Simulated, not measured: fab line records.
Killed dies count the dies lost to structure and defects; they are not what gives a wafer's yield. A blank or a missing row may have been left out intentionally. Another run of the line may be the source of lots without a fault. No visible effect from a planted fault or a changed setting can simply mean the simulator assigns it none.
fab line records -- flow sky130
record: lots: 5, wafers: 15, last_day: 50
route steps=708 shown LDD_P@259 LDD_HVN@267 LDD_HVP@278 LDD_LDN@289 PAD_OPEN@708
lots that met no fault: taken from a fault-free run of the same line
start_h: start of the lot's first displayed wafer, in hours after the record's first day -- wait_h: time in hours since the lot's previous step -- " identical to the entry in the row above -- L1.1+2: a single row standing in for several wafers -- - value missing, or start not given -- * or withheld: withheld -- < > ~ a bound
route shown NAME@n: names a module that has steps shown in the file, with the first one's number in the route -- usual: mean/standard deviation taken from wafers without a fault -- same: alike in all rows -- chamber/n: place in a boat -- sites: each site's reading -- _std_site: their standard deviation -- _edge_site: inner sites' mean taken away from outer sites' mean -- radius_mm: how far each site lies from the wafer's centre -- mask NAME#n: copy n -- behind: the tool/chamber that last shaped the wafer -- hold: reason for holding the lot/hours on hold/outcome of the hold -- device: names the non-switching transistor (n, p or np) -- end of line: at the end of the route, the tests of the same wafers -- for a step that has no rows: nothing shown but its recipe -- killed: not the wafer's yield, but the dies lost to structure and defects at the first sort -- map: the dies of a wafer, with x for killed, . for not killed, _ for no die there
set.NAME: setting as actually run; set.NAME@STEP: the setting as run at that earlier step -- model.NAME: the simulator's own value behind a step, which no gauge read
lots at some steps of the route; a table a step, a row a wafer
services: from which hour (start_h, from the record's first day; less than 0 if before it) a tool's chamber was out of use, for how many hours, and why
== steps ==
step: SKY_LDD_P_EXPOSE_04
recipe: mask_id: PSDM, na: 0.6, source_shape: conventional, sigma_outer: 0.6, polarization: unpolarized, target_cd_nm: 380, dose_mj: 138
step: SKY_LDD_P_PEB_05
recipe: temp_c: withheld, time_s: *, resist: NOVOLAK
step: SKY_LDD_P_DEVELOP_06
recipe: resist: NOVOLAK, developer: TMAH, develop_time_s: 60, dev_temp_c: 23
step: SKY_LDD_P_CD_MEAS_07
recipe: target_cd_nm: 380
usual: cd_nm: 380.6/2.7
lot.wafer,tool,chamber,start_h,wait_h,cd_nm
L220.3,cd_sem-02,-,491.48,0.1,383.2
L220.4,cd_sem-02,-,491.48,0.1,387.2
L220.6,cd_sem-02,-,491.48,0.1,383.5
L223.1,cd_sem-01,-,517.89,0.1,378.1
L223.4,cd_sem-01,-,517.89,0.1,381.4
L223.6,cd_sem-01,-,517.89,0.1,380.4
L226.2,cd_sem-01,-,544.59,0.1,381.9
L226.5,cd_sem-01,-,544.59,0.1,382.5
L226.6,cd_sem-01,-,544.59,0.1,384.7
L231.2,cd_sem-02,-,580.12,0.1,381.2
L231.3,cd_sem-02,-,580.12,0.1,378.6
L231.4,cd_sem-02,-,580.12,0.1,380.7
L235.2,cd_sem-02,-,619.02,0.1,376.6
L235.3,cd_sem-02,-,619.02,0.1,380.5
L235.6,cd_sem-02,-,619.02,0.1,376.7
step: SKY_LDD_P_OVL_MEAS_08
usual: LDD_P_OVL: -0.4/1.4
lot.wafer,tool,chamber,start_h,wait_h,LDD_P_OVL[nm]
L220.3,overlay-02,-,491.58,0.1,-2.6
L220.4,overlay-02,-,491.58,0.1,-0.5
L220.6,overlay-02,-,491.58,0.1,-3.7
L223.1,overlay-01,-,518.01,0.1,-0.7
L223.4,overlay-01,-,518.01,0.1,-0.7
L223.6,overlay-01,-,518.01,0.1,-1.6
L226.2,overlay-02,-,544.70,0.1,-1.7
L226.5,overlay-02,-,544.70,0.1,-0.8
L226.6,overlay-02,-,544.70,0.1,-0.9
L231.2,overlay-02,-,580.23,0.1,-0.2
L231.3,overlay-02,-,580.23,0.1,0.8
L231.4,overlay-02,-,580.23,0.1,0.7
L235.2,overlay-02,-,619.13,0.1,-0.5
L235.3,overlay-02,-,619.13,0.1,-1.7
L235.6,overlay-02,-,619.13,0.1,-1.1
step: SKY_LDD_P_IMPLANT_09
recipe: species: BF2, energy_kev: 25, dose_cm2: 1e+13, tilt_deg: withheld
step: SKY_LDD_P_STRIP_10
recipe: chemistry: O2/N2, power_w: 1400, pressure_mtorr: 1500, platen_temp_c: withheld, o2_flow_sccm: 3000, n2_flow_sccm: 300, overash_fraction: 0.5
usual: drypump_motor_current_A: 5.6/0.33, oes_product_au: 0.716/0.0043, strip_time_to_endpoint_s: 14.19/0.049
lot.wafer,tool,chamber,start_h,wait_h,drypump_motor_current_A,oes_product_au,rf_hours_counter_h,strip_time_to_endpoint_s
L220.3,plasma_asher-02,0,491.78,0.1,6.1,0.721,-,14.12
L220.4,plasma_asher-02,1,491.78,0.1,5.7,0.722,-,14.12
L220.6,plasma_asher-02,0,491.78,0.1,6.1,0.716,-,14.12
L223.1,plasma_asher-02,1,518.20,0.1,5.8,0.711,8,14.22
L223.4,plasma_asher-02,1,518.20,0.1,5.8,0.708,-,14.19
L223.6,plasma_asher-02,1,518.20,0.1,5.7,0.717,-,14.24
L226.2,plasma_asher-02,1,544.88,0.1,5.7,0.724,10,14.26
L226.5,plasma_asher-02,0,544.88,0.1,6.1,0.723,-,14.27
L226.6,plasma_asher-02,1,544.88,0.1,5.7,0.721,-,14.21
L231.2,plasma_asher-04,1,580.41,0.1,5.8,0.712,48,14.12
L231.3,plasma_asher-04,1,580.41,0.1,5.8,0.718,-,14.15
L231.4,plasma_asher-04,0,580.41,0.1,5.4,0.713,-,14.18
L235.2,plasma_asher-03,1,619.31,0.1,5.8,0.713,90,14.29
L235.3,plasma_asher-03,0,619.31,0.1,4.9,0.719,-,14.21
L235.6,plasma_asher-03,1,619.31,0.1,5.8,0.714,-,14.23
step: SKY_LDD_P_TW_MEAS_11
usual: LDD_P_TW: 639/3.1
lot.wafer,tool,chamber,start_h,wait_h,LDD_P_TW
L220.3,film_metro-02,-,491.87,0.1,638
L220.4,film_metro-02,-,491.87,0.1,637
L220.6,film_metro-02,-,491.87,0.1,638
L223.1,film_metro-03,-,518.30,0.1,639
L223.4,film_metro-03,-,518.30,0.1,641
L223.6,film_metro-03,-,518.30,0.1,641
L226.2,film_metro-03,-,544.99,0.1,638
L226.5,film_metro-03,-,544.99,0.1,634
L226.6,film_metro-03,-,544.99,0.1,638
L231.2,film_metro-01,-,580.52,0.1,646
L231.3,film_metro-01,-,580.52,0.1,643
L231.4,film_metro-01,-,580.52,0.1,641
L235.2,film_metro-01,-,619.42,0.1,641
L235.3,film_metro-01,-,619.42,0.1,643
L235.6,film_metro-01,-,619.42,0.1,641
step: SKY_LDD_HVN_DEHYDRATE_00
recipe: temp_c: 200, time_s: 60
step: SKY_LDD_HVN_HMDS_01
recipe: prime_time_s: 60, prime_temp_c: 120
step: SKY_LDD_HVN_COAT_02
recipe: resist: NOVOLAK, spin_rpm: 3000, resist_thk_nm: 300
step: SKY_LDD_HVN_SOFTBAKE_03
recipe: temp_c: 90, time_s: 60, resist: NOVOLAK
step: SKY_LDD_HVN_EXPOSE_04
recipe: mask_id: HVNTM, na: 0.6, source_shape: conventional, sigma_outer: 0.6, polarization: unpolarized, target_cd_nm: 700, dose_mj: 127
lot.wafer,tool,chamber,start_h,wait_h,mask
L220.3+4+6,iline_stepper-02,0,506.53,-,HVNTM#0
L223.1+4+6,iline_stepper-01,0,533.12,-,HVPTM#0
L226.2+5+6,iline_stepper-02,0,559.84,-,HVNTM#0
L231.2+3+4,iline_stepper-01,0,594.91,-,HVNTM#0
L235.2+3+6,iline_stepper-02,0,633.59,-,HVNTM#0
step: SKY_LDD_HVN_PEB_05
recipe: temp_c: withheld, time_s: *, resist: NOVOLAK
step: SKY_LDD_HVN_DEVELOP_06
recipe: resist: NOVOLAK, developer: TMAH, develop_time_s: 60, dev_temp_c: 23
step: SKY_LDD_HVN_OVL_MEAS_07
usual: LDD_HVN_OVL: 0.3/1.3
lot.wafer,tool,chamber,start_h,wait_h,LDD_HVN_OVL[nm]
L220.3,overlay-01,-,521.56,0.1,0.6
L220.4,overlay-01,-,521.56,0.1,0.1
L220.6,overlay-01,-,521.56,0.1,1.7
L223.1,overlay-01,-,547.99,0.1,-
L223.4,overlay-01,-,547.99,0.1,-
L223.6,overlay-01,-,547.99,0.1,-
L226.2,overlay-02,-,574.55,0.1,0.7
L226.5,overlay-02,-,574.55,0.1,2.3
L226.6,overlay-02,-,574.55,0.1,1.4
L231.2,overlay-01,-,608.95,0.1,-0.4
L231.3,overlay-01,-,608.95,0.1,0.4
L231.4,overlay-01,-,608.95,0.1,1.2
L235.2,overlay-02,-,648.08,0.1,0.5
L235.3,overlay-02,-,648.08,0.1,-1.4
L235.6,overlay-02,-,648.08,0.1,-0.5
step: SKY_LDD_HVN_IMPLANT_08
recipe: species: P, energy_kev: 60, dose_cm2: 3e+13, tilt_deg: 40
step: SKY_LDD_HVN_STRIP_09
recipe: chemistry: O2/N2, power_w: 1400, pressure_mtorr: 1500, platen_temp_c: withheld, o2_flow_sccm: 3000, n2_flow_sccm: 300, overash_fraction: 0.5
usual: drypump_motor_current_A: 5.6/0.5, oes_product_au: 0.408/0.0048, strip_time_to_endpoint_s: 4.135/0.018
lot.wafer,tool,chamber,start_h,wait_h,drypump_motor_current_A,oes_product_au,rf_hours_counter_h,strip_time_to_endpoint_s
L220.3,plasma_asher-04,0,521.76,0.1,5.4,0.410,-,4.119
L220.4,plasma_asher-04,1,521.76,0.1,5.8,0.412,-,4.126
L220.6,plasma_asher-04,1,521.76,0.1,5.8,0.399,-,4.100
L223.1,plasma_asher-04,1,548.18,0.1,5.8,0.409,43,4.124
L223.4,plasma_asher-04,1,548.18,0.1,5.8,0.414,-,4.122
L223.6,plasma_asher-04,0,548.18,0.1,5.4,0.405,-,4.117
L226.2,plasma_asher-01,0,574.73,0.1,6.6,0.413,79,4.115
L226.5,plasma_asher-01,0,574.73,0.1,6.6,0.416,-,4.146
L226.6,plasma_asher-01,1,574.73,0.1,6.1,0.411,-,4.154
L231.2,plasma_asher-03,0,609.13,0.1,4.9,0.410,89,4.112
L231.3,plasma_asher-03,1,609.13,0.1,5.7,0.407,-,4.123
L231.4,plasma_asher-03,0,609.13,0.1,4.9,0.403,-,4.133
L235.2,plasma_asher-03,1,648.26,0.1,5.7,0.409,93,4.106
L235.3,plasma_asher-03,0,648.26,0.1,4.9,0.410,-,4.127
L235.6,plasma_asher-03,0,648.26,0.1,4.9,0.415,-,4.126
step: SKY_LDD_HVN_TW_MEAS_10
usual: LDD_HVN_TW: 1444/6.6
lot.wafer,tool,chamber,start_h,wait_h,LDD_HVN_TW
L220.3,film_metro-01,-,521.85,0.1,1438
L220.4,film_metro-01,-,521.85,0.1,1436
L220.6,film_metro-01,-,521.85,0.1,1431
L223.1,film_metro-01,-,548.28,0.1,30
L223.4,film_metro-01,-,548.28,0.1,30
L223.6,film_metro-01,-,548.28,0.1,31
L226.2,film_metro-02,-,574.84,0.1,1442
L226.5,film_metro-02,-,574.84,0.1,1443
L226.6,film_metro-02,-,574.84,0.1,1453
L231.2,film_metro-04,-,609.24,0.1,1437
L231.3,film_metro-04,-,609.24,0.1,1448
L231.4,film_metro-04,-,609.24,0.1,1444
L235.2,film_metro-01,-,648.37,0.1,1446
L235.3,film_metro-01,-,648.37,0.1,1440
L235.6,film_metro-01,-,648.37,0.1,1453
step: SKY_LDD_HVP_DEHYDRATE_00
recipe: temp_c: 200, time_s: 60
step: SKY_LDD_HVP_HMDS_01
recipe: prime_time_s: 60, prime_temp_c: 120
step: SKY_LDD_HVP_COAT_02
recipe: resist: NOVOLAK, spin_rpm: 3000, resist_thk_nm: 300
step: SKY_LDD_HVP_SOFTBAKE_03
recipe: temp_c: 90, time_s: 60, resist: NOVOLAK
step: SKY_LDD_HVP_EXPOSE_04
recipe: mask_id: HVPTM, na: 0.6, source_shape: conventional, sigma_outer: 0.6, polarization: unpolarized, target_cd_nm: 700, dose_mj: 86
step: SKY_LDD_HVP_PEB_05
recipe: temp_c: withheld, time_s: *, resist: NOVOLAK
step: SKY_LDD_HVP_DEVELOP_06
recipe: resist: NOVOLAK, developer: TMAH, develop_time_s: 60, dev_temp_c: 23
step: SKY_LDD_HVP_OVL_MEAS_07
usual: LDD_HVP_OVL: 0.3/1.4
lot.wafer,tool,chamber,start_h,wait_h,LDD_HVP_OVL[nm]
L220.3,overlay-01,-,552.06,0.1,2.7
L220.4,overlay-01,-,552.06,0.1,2.1
L220.6,overlay-01,-,552.06,0.1,0.5
L223.1,overlay-02,-,577.54,0.1,1.9
L223.4,overlay-02,-,577.54,0.1,-1.3
L223.6,overlay-02,-,577.54,0.1,0.4
L226.2,overlay-02,-,603.83,0.1,1.6
L226.5,overlay-02,-,603.83,0.1,1.4
L226.6,overlay-02,-,603.83,0.1,0.1
L231.2,overlay-01,-,638.21,0.1,1.9
L231.3,overlay-01,-,638.21,0.1,2.6
L231.4,overlay-01,-,638.21,0.1,0.3
L235.2,overlay-02,-,676.16,0.1,-1.4
L235.3,overlay-02,-,676.16,0.1,0.2
L235.6,overlay-02,-,676.16,0.1,-0.4
step: SKY_LDD_HVP_IMPLANT_08
recipe: species: B, energy_kev: 20, dose_cm2: 1.7e+13, tilt_deg: 17.9
step: SKY_LDD_HVP_STRIP_09
recipe: chemistry: O2/N2, power_w: 1400, pressure_mtorr: 1500, platen_temp_c: withheld, o2_flow_sccm: 3000, n2_flow_sccm: 300, overash_fraction: 0.5
usual: drypump_motor_current_A: 5.9/0.35, oes_product_au: 0.409/0.0047, strip_time_to_endpoint_s: 4.138/0.014
lot.wafer,tool,chamber,start_h,wait_h,drypump_motor_current_A,oes_product_au,rf_hours_counter_h,strip_time_to_endpoint_s
L220.3,plasma_asher-04,0,552.27,0.1,5.4,0.409,-,4.149
L220.4,plasma_asher-04,1,552.27,0.1,5.8,0.408,-,4.140
L220.6,plasma_asher-04,1,552.27,0.1,5.8,0.418,-,4.124
L223.1,plasma_asher-04,1,577.73,0.1,5.8,0.411,47,4.134
L223.4,plasma_asher-04,1,577.73,0.1,5.8,0.418,-,4.139
L223.6,plasma_asher-04,1,577.73,0.1,5.8,0.400,-,4.117
L226.2,plasma_asher-02,1,604.01,0.1,5.7,0.410,15,4.123
L226.5,plasma_asher-02,0,604.01,0.1,6.1,0.414,-,4.144
L226.6,plasma_asher-02,1,604.01,0.1,5.7,0.402,-,4.154
L231.2,plasma_asher-02,1,638.39,0.1,5.8,0.409,19,4.102
L231.3,plasma_asher-02,0,638.39,0.1,6.1,0.412,-,4.138
L231.4,plasma_asher-02,1,638.39,0.1,5.7,0.417,-,4.143
L235.2,plasma_asher-01,0,676.34,0.1,6.6,0.418,89,4.138
L235.3,plasma_asher-01,0,676.34,0.1,6.6,0.410,-,4.138
L235.6,plasma_asher-01,0,676.34,0.1,6.6,0.406,-,4.142
step: SKY_LDD_HVP_TW_MEAS_10
usual: LDD_HVP_TW: 458.4/2
lot.wafer,tool,chamber,start_h,wait_h,LDD_HVP_TW
L220.3,film_metro-01,-,552.36,0.1,462.1
L220.4,film_metro-01,-,552.36,0.1,460.6
L220.6,film_metro-01,-,552.36,0.1,460.2
L223.1,film_metro-03,-,577.83,0.1,1446.6
L223.4,film_metro-03,-,577.83,0.1,1444.8
L223.6,film_metro-03,-,577.83,0.1,1457.4
L226.2,film_metro-03,-,604.12,0.1,458.5
L226.5,film_metro-03,-,604.12,0.1,459.9
L226.6,film_metro-03,-,604.12,0.1,459.5
L231.2,film_metro-03,-,638.50,0.1,460.6
L231.3,film_metro-03,-,638.50,0.1,460.4
L231.4,film_metro-03,-,638.50,0.1,459.0
L235.2,film_metro-04,-,676.45,0.1,459.0
L235.3,film_metro-04,-,676.45,0.1,457.9
L235.6,film_metro-04,-,676.45,0.1,459.0
step: SKY_LDD_LDN_DEHYDRATE_00
recipe: temp_c: 200, time_s: 60
step: SKY_PAD_OPEN_PROBE_99
lot.wafer,tool,chamber,start_h,wait_h,model.etest.pfet_g5v0d10v5.r_on_ohm_um,model.etest.pfet_16v.r_on_ohm_um,model.etest.nfet_g5v0d10v5.r_on_ohm_um,model.etest.pfet_g5v0d10v5.drive_ua_um,model.etest.nfet_g5v0d10v5.drive_ua_um,model.etest.nfet_05v0_nvt.drive_ua_um,model.etest.pfet_16v.drive_ua_um,model.etest.ring_5v.delay_ps
L220.3,prober-02,-,1113.31,0.2,4724,1.5e+04,1881,347.1,608,575,246.7,44.17
L220.4,prober-02,-,1113.36,0.2,4667,1.526e+04,1888,340.9,599.6,569.2,244.3,44.86
L220.6,prober-02,-,1113.46,0.2,4792,1.525e+04,1907,336.2,596.8,562.6,242.5,45.08
L223.1,prober-01,-,1130.43,0.1,6251,1.592e+04,2226,251.8,524.1,533,226.9,56.29
L223.4,prober-01,-,1130.58,0.2,6187,1.582e+04,2186,251.4,534,544,227.1,56.41
L223.6,prober-01,-,1130.68,0.2,6285,1.595e+04,2205,249.6,523.3,534.4,225.5,56.29
L226.2,prober-02,-,1146.32,0.1,4706,1.534e+04,1850,342.8,604.3,569.1,244.1,44.16
L226.5,prober-02,-,1146.47,0.2,4651,1.493e+04,1870,344.6,602.8,573.7,249.5,44
L226.6,prober-02,-,1146.52,0.2,4787,1.533e+04,1904,337.1,597.2,563.9,244.5,44.54
L231.2,prober-01,-,1174.01,0.1,4686,1.496e+04,1814,350.5,625,600.5,245.6,44.2
L231.3,prober-01,-,1174.06,0.2,4714,1.512e+04,1857,349.5,622.5,592.1,240.4,43.71
L231.4,prober-01,-,1174.11,0.2,4703,1.504e+04,1856,347.4,624.6,592.4,243,43.97
L235.2,prober-01,-,1191.76,0.1,4900,1.544e+04,1918,331.2,598.4,565.5,239.2,45.57
L235.3,prober-01,-,1191.81,0.2,4864,1.533e+04,1890,336.1,602.6,577.1,242.1,45.25
L235.6,prober-01,-,1191.96,0.2,4868,1.506e+04,1912,333,600.5,574,247.2,45.52
killed by level:class
L220.3 VIA1:geometric_particle:open=17 CONTACT:geometric_particle:open=9 LI_CONTACT:geometric_particle:open=7 VIA2:geometric_particle:open=6 CONTACT:geometric_particle:short=5 VIA3:geometric_particle:short=5 VIA1:geometric_particle:short=4 METAL2:geometric_particle:short=4
L220.4 VIA3:geometric_particle:open=11 METAL1:geometric_particle:short=7 VIA1:geometric_particle:open=7 CONTACT:geometric_particle:open=6 FIELD_ISO:geometric_particle:short=5 POLY_GATE:geometric_particle:open=5 LOCAL_INTERCONNECT:geometric_particle:short=5 FIELD_ISO:geometric_particle:open=4
L220.6 LI_CONTACT:geometric_particle:open=8 VIA2:geometric_particle:open=8 VIA1:geometric_particle:open=7 VIA3:geometric_particle:open=7 LOCAL_INTERCONNECT:geometric_particle:short=6 VIA2:geometric_particle:short=6 POLY_GATE:geometric_particle:open=4 CONTACT:geometric_particle:short=4
L226.2 METAL1:geometric_particle:short=10 VIA3:geometric_particle:open=10 FIELD_ISO:geometric_particle:open=6 VIA1:geometric_particle:open=6 METAL2:geometric_particle:short=5 POLY_GATE:geometric_particle:open=4 POLY_GATE:geometric_particle:short=4 LI_CONTACT:geometric_particle:open=4
L226.5 VIA1:geometric_particle:short=8 LI_CONTACT:geometric_particle:open=8 VIA1:geometric_particle:open=8 POLY_GATE:geometric_particle:short=7 VIA3:geometric_particle:open=6 METAL1:geometric_particle:short=5 CONTACT:geometric_particle:short=4 CONTACT:geometric_particle:open=4
L226.6 VIA1:geometric_particle:open=12 VIA3:geometric_particle:open=7 LOCAL_INTERCONNECT:geometric_particle:short=6 CONTACT:geometric_particle:open=6 VIA2:geometric_particle:open=6 POLY_GATE:geometric_particle:short=4 LI_CONTACT:geometric_particle:open=4 METAL1:geometric_particle:short=4
L231.2 VIA1:geometric_particle:open=8 VIA1:geometric_particle:short=7 METAL4:geometric_particle:short=7 METAL1:geometric_particle:short=6 CONTACT:geometric_particle:short=5 VIA3:geometric_particle:open=5 FIELD_ISO:geometric_particle:short=4 CONTACT:geometric_particle:open=4
L231.3 VIA1:geometric_particle:open=12 VIA3:geometric_particle:open=10 CONTACT:geometric_particle:open=9 CONTACT:geometric_particle:short=8 LI_CONTACT:geometric_particle:open=7 METAL2:geometric_particle:short=7 FIELD_ISO:geometric_particle:short=4 METAL1:geometric_particle:short=4
L231.4 VIA1:geometric_particle:open=10 FIELD_ISO:geometric_particle:open=7 POLY_GATE:geometric_particle:open=7 CONTACT:geometric_particle:open=7 VIA1:geometric_particle:short=5 METAL2:geometric_particle:short=5 VIA2:geometric_particle:open=5 LI_CONTACT:geometric_particle:open=4
L235.2 CONTACT:geometric_particle:open=11 VIA3:geometric_particle:open=9 FIELD_ISO:geometric_particle:open=7 VIA1:geometric_particle:open=7 VIA1:geometric_particle:short=7 VIA2:geometric_particle:open=7 LOCAL_INTERCONNECT:geometric_particle:short=6 LI_CONTACT:geometric_particle:open=5
L235.3 CONTACT:geometric_particle:open=11 FIELD_ISO:geometric_particle:open=9 VIA3:geometric_particle:open=9 VIA1:geometric_particle:open=6 VIA1:geometric_particle:short=5 LI_CONTACT:geometric_particle:open=5 LOCAL_INTERCONNECT:geometric_particle:short=4 METAL1:geometric_particle:short=4
L235.6 VIA1:geometric_particle:open=9 CONTACT:geometric_particle:open=8 METAL2:geometric_particle:short=6 LI_CONTACT:geometric_particle:open=5 CONTACT:geometric_particle:short=5 VIA1:geometric_particle:short=5 POLY_GATE:geometric_particle:open=4 VIA2:geometric_particle:open=4
== services ==
tool,chamber,start_h,hours,kind
plasma_asher-01,-,495.47,7.8,pm
plasma_asher-01,-,536.00,0.5,repair
plasma_asher-03,-,563.60,18.2,repair
plasma_asher-02,-,567.20,13.2,repair
plasma_asher-04,-,580.69,2.2,repair
plasma_asher-03,-,586.17,2.8,pm
plasma_asher-03,-,611.03,4.3,pm
iline_stepper-02,0,618.96,-,calibration
iline_stepper-01,-,630.77,0.7,repair
plasma_asher-01,-,637.79,3.7,repair
iline_stepper-01,-,642.76,6.3,repair
iline_stepper-01,-,650.41,3.9,repair
iline_stepper-01,-,654.28,1.7,pm
== key ==
first_sign: step: SKY_LDD_HVN_EXPOSE_04, reading: mask, direction: changed
effect: step: SKY_LDD_HVN_OVL_MEAS_07, reading: LDD_HVN_OVL, direction: missing
effect: step: SKY_LDD_HVN_TW_MEAS_10, reading: LDD_HVN_TW, direction: down, sigmas: 99+, usual: 1444, struck: 30
effect: step: SKY_LDD_HVP_TW_MEAS_10, reading: LDD_HVP_TW, direction: up, sigmas: 99+, usual: 458.4, struck: 1449.6
model_effect: step: SKY_PAD_OPEN_PROBE_99, value: etest.pfet_g5v0d10v5.r_on_ohm_um, without: 4734, struck: 6241
met_at SKY_LDD_HVN_EXPOSE_04
struck_wafers L223.1,L223.4,L223.6
sort_left_out L223.1,L223.4,L223.6
tester_left_out L223
fault: kind: wrong_mask, tool: any, chamber: -, onset_h: 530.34, steps: SKY_LDD_HVN_EXPOSE_04, aux_copy: HVPTM#0, scope: struck_lots_only
tester_left_out: of these lots the tester's yield and bins aren't shown, on N5 and GAA mostly nor the transistor test; their killed dies are dies lost to structure and defects alone, not to doping, threshold or leakage, so they don't give the yield
sort_left_out: the simulated sort isn't trusted on such a fault, so these wafers' sort isn't shown, and their yield isn't known
